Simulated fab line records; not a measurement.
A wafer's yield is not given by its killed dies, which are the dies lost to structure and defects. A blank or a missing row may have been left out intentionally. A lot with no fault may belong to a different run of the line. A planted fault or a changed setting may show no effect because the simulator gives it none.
2 desks looking at one fault	flow sky130	each desk has only its own numbers; what lay behind them comes last

## AT THE METROLOGY DESK
What the gauges read for every lot (on any tool): the sampled wafers with a number, averaged. Marked OUT: a lot whose mean sits more than 4 standard deviations from the usual mean, which makes it out of limits; the brackets give that distance.
Columns: A = CONTACT_W_RS at SKY_CONTACT_RS_MEAS_25, usual 0.341 ohm/sq; B = CONTACT_W_THK at SKY_CONTACT_THK_MEAS_26, usual 355 nm; C = METAL1_ALCU_RS at SKY_METAL1_RS_MEAS_05, usual 0.1274 ohm/sq; D = METAL1_ALCU_THK at SKY_METAL1_THK_MEAS_06, usual 248 nm; E = cdNm at SKY_METAL1_CD_MEAS_15, usual 140.0 nm; F = METAL1_OVL at SKY_METAL1_OVL_MEAS_16, usual 1 nm
lot	first seen here	A	B	C	D	E	F
L963	day 32 14:47	0.341	358	0.1239	258	140.1	9
L969	day 34 04:14	0.338	351	0.1268	249	140.5	-0
L973	day 35 10:56	0.341	360	0.1246	256	139.5	-2
L975	day 35 19:34	0.343	356	0.1281	246	139.1	-8
L977	day 36 12:15	0.338	361	0.1288	246	140.0	-1
L983	day 38 12:32	0.345	352	0.1276	249	138.6	1
This desk found nothing out of limits on any of the 6 lots.

## AT THE TOOL OWNER'S DESK: pvdSputter-01
The tool's own readings at SKY_METAL1_SPUTTER_04 (material TiN, target thk 70 nm, time 58.3 s): means of the sampled wafers that have a number, for each lot that ran on this tool. Marked OUT: a lot whose mean sits more than 4 standard deviations from the usual mean, which makes it out of limits; the brackets give that distance.
Columns: A = throttleValvePct at SKY_METAL1_SPUTTER_04, usual 29.7 %
lot	first seen here	A
L963	day 32 15:21	30.1
L975	day 35 20:08	28.0
L977	day 36 12:57	29.5
This desk found nothing out of limits on any of the 3 lots.

## BROUGHT TOGETHER
Metrology desk: nothing out of limits seen.
The desk of the tool owner found nothing out of limits.

## WHAT THE SIMULATOR PUT IN
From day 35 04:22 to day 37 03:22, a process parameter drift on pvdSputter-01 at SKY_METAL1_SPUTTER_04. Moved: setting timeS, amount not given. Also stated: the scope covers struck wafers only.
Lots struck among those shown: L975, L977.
